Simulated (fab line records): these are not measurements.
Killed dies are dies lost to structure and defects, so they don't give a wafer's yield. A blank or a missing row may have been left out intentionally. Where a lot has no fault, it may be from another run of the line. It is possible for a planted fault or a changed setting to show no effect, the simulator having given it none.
A lot that was struck, set against a sound lot || flow sky130 || 16 out of 708 route steps
Sound: these wafers, L582.3, L582.4, L582.6. The struck wafers were L590.1, L590.3, L590.4. The cause is named last.
Per side, at each step with rows, come the tool, then ch with its chambers, and then its first start. Under that, the readings that differ: sound wafers || struck wafers || difference of the means || sigmas: that difference in standard deviations of wafers without a fault.
alike: a reading whose means differ by less than 2 such deviations, as well as words and numbers matching on both sides. not compared: withheld readings; readings where some wafer has no value; bounds like >300 that might hide an equal value; numbers whose values overlap and for which the record gives no deviation.
Wherever a step has rows on one side only, a row that says differs or no value, or a row with sigmas, the two part there. When numbers do not overlap yet have no deviation, they are printed without sigmas and do not part them. Lack of a reading on every wafer of one side parts them only where that side has two or more wafers.

SKY_CAP2M_THK_MEAS_01:
  sound on film metro-01, day 39 13:19; struck on film metro-03, day 42 07:12
  alike: CAP2M_CVD_00_THK
SKY_CAP2M_SPUTTER_02: material TiN, target thk 200 nm, time 166.7 s.
  sound on pvd sputter-01, day 39 13:22; struck on pvd sputter-04, day 42 07:16
  alike: cathode dc power W, substrate temp c, throttle valve pct
SKY_CAP2M_RS_MEAS_03: measurement is done with a four-point probe.
  sound on film metro-03, day 39 13:31; struck on film metro-01, day 42 07:22
  alike: CAP2M_TIN_RS
SKY_CAP2M_THK_MEAS_04: measures by xrf.
  sound on film metro-03, day 39 13:37; struck on film metro-01, day 42 07:29
  alike: CAP2M_TIN_THK
then, 7 steps without rows for these wafers: SKY_CAP2M_DEHYDRATE_05 (time 60 s); SKY_CAP2M_HMDS_06 (prime time 60 s); SKY_CAP2M_COAT_07 (resist thk 1140 nm); SKY_CAP2M_SOFTBAKE_08 (time 60 s); SKY_CAP2M_EXPOSE_09 (exposes mask CAP2M, target cd 1000 nm); SKY_CAP2M_PEB_10; SKY_CAP2M_DEVELOP_11 (develop time 60 s).
SKY_CAP2M_OVL_MEAS_12:
  sound on overlay-01, day 40 14:04; struck on overlay-01, day 43 06:22
  alike: CAP2M_OVL
SKY_CAP2M_METAL_ETCH_13: etches TiN in Cl2/BCl3, stops on SiO2, target depth 220 nm, time 62.9 s.
  sound on rie metal-02 ch 0,1, day 40 14:07; struck on rie metal-04 ch 0,1, day 43 06:24
  no value came back on the struck wafers for any of 5 readings (bcl3 flow sccm (sccm), bias w (W) and others); on the sound wafers bcl3 flow sccm (sccm) reads 29.95 30.07 30.09
{"reading": "model.NOVOLAK_of_CAP2M_COAT_07.thk nm (nm)", "sound": "990.8 998.5 991.1", "struck": "1133 1133 1130", "difference": "+139", "sigmas": ""}
  not compared: rf hours counter h
SKY_CAP2M_STRIP_14: strips in O2/N2.
  sound on plasma asher-02 ch 0,1, day 40 14:12; struck on plasma asher-02 ch 0,1, day 43 06:29
{"reading": "strip time to endpoint s (s)", "sound": "12.63 12.72 12.64", "struck": "14.11 14.08 14.08", "difference": "+1.43", "sigmas": "+22"}
  alike: drypump motor current A, oes product au
  not compared: rf hours counter h
then, 1 step without rows for these wafers: SKY_CAP2M_STRIP_15 (strips in post etch residue remover, time 1200 s).
-- the record jumps here: 5 days lie between the struck wafers' starts before and after (it left off in module CAP2M and takes up again in module PAD_OPEN, whose first step shown is number 708 of the route) --
SKY_PAD_OPEN_PROBE_99:
  record: rows for the struck wafers here (prober-01, day 47 22:32), none for the sound ones

== WHERE THEY PART ==
Earliest at SKY_CAP2M_METAL_ETCH_13; latest, in this record, at SKY_PAD_OPEN_PROBE_99.

WHY: whatever the simulator had introduced
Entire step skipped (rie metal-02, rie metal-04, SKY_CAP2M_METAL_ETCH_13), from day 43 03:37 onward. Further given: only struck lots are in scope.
